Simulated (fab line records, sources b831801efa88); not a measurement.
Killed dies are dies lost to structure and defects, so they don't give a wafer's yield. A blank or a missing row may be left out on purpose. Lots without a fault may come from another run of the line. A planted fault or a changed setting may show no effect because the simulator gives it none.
One fault seen from 2 desks | flow sky130 | each desk has only its own numbers; what lay behind them comes last

THE TOOL OWNER'S DESK: pvd_sputter-02
The tool's own readings at SKY_LI_CONTACT_SPUTTER_20 (material TiN, target thk 20 nm, time 80 s): means of the sampled wafers that have a number, for each lot that ran on this tool. A lot is out of limits, marked OUT, if its mean lies more than 4 standard deviations from the usual mean; the brackets give that distance.
Columns: A = chamber_pressure_pa at SKY_LI_CONTACT_SPUTTER_20, usual 5.000 Pa; B = throttle_valve_pct at SKY_LI_CONTACT_SPUTTER_20, usual 29.8 %
lot  | first seen here | A               | B
L432 | day 28 14:04    | 5.007           | 29.9
L449 | day 35 06:28    | 5.577 (+52) OUT | 27.7
L450 | day 35 15:34    | 5.293 (+27) OUT | 28.9
L455 | day 38 03:47    | 4.992           | 30.1
This desk's finding: out of limits on L449, L450; first on L449, day 35 06:28 (chamber_pressure_pa at SKY_LI_CONTACT_SPUTTER_20). In limits: L432, L455.

THE METROLOGY DESK
What the gauges read, lot by lot, whatever tool the lot ran on: means of the sampled wafers that have a number. A lot is out of limits, marked OUT, if its mean lies more than 4 standard deviations from the usual mean; the brackets give that distance.
Columns: A = cd_nm at SKY_LI_CONTACT_CD_MEAS_12, usual 169.8 nm; B = LI_CONTACT_OVL at SKY_LI_CONTACT_OVL_MEAS_13, usual 0 nm
lot  | first seen here | A     | B
L432 | day 28 13:26    | 169.4 | -3
L433 | day 29 02:26    | 169.8 | 5
L437 | day 30 18:49    | 170.4 | -1
L449 | day 35 05:48    | 170.9 | -3
L450 | day 35 14:55    | 170.3 | -3
L455 | day 38 03:10    | 170.9 | -7
This desk's finding: nothing out of limits on any of the 6 lots.

PUT TOGETHER
The tool owner's desk could have raised an alarm at day 35 06:28, on L449, L450.
The metrology desk saw nothing out of limits.
The metrology desk has L449, L450 on record, within its limits.
Of the lots named, all ran SKY_LI_CONTACT_SPUTTER_20 on pvd_sputter-02.

WHAT THE SIMULATOR HAD PUT IN
Process parameter drift: pvd_sputter-02, from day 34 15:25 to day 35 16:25, at SKY_LI_CONTACT_SPUTTER_20. Setting chamber_pressure_pa, moved by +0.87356, from 5. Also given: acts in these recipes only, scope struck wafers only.
Lots struck among those shown: L449, L450.
Hours from the fault's start to each desk's first reading out of limits: the tool owner's desk, 15.
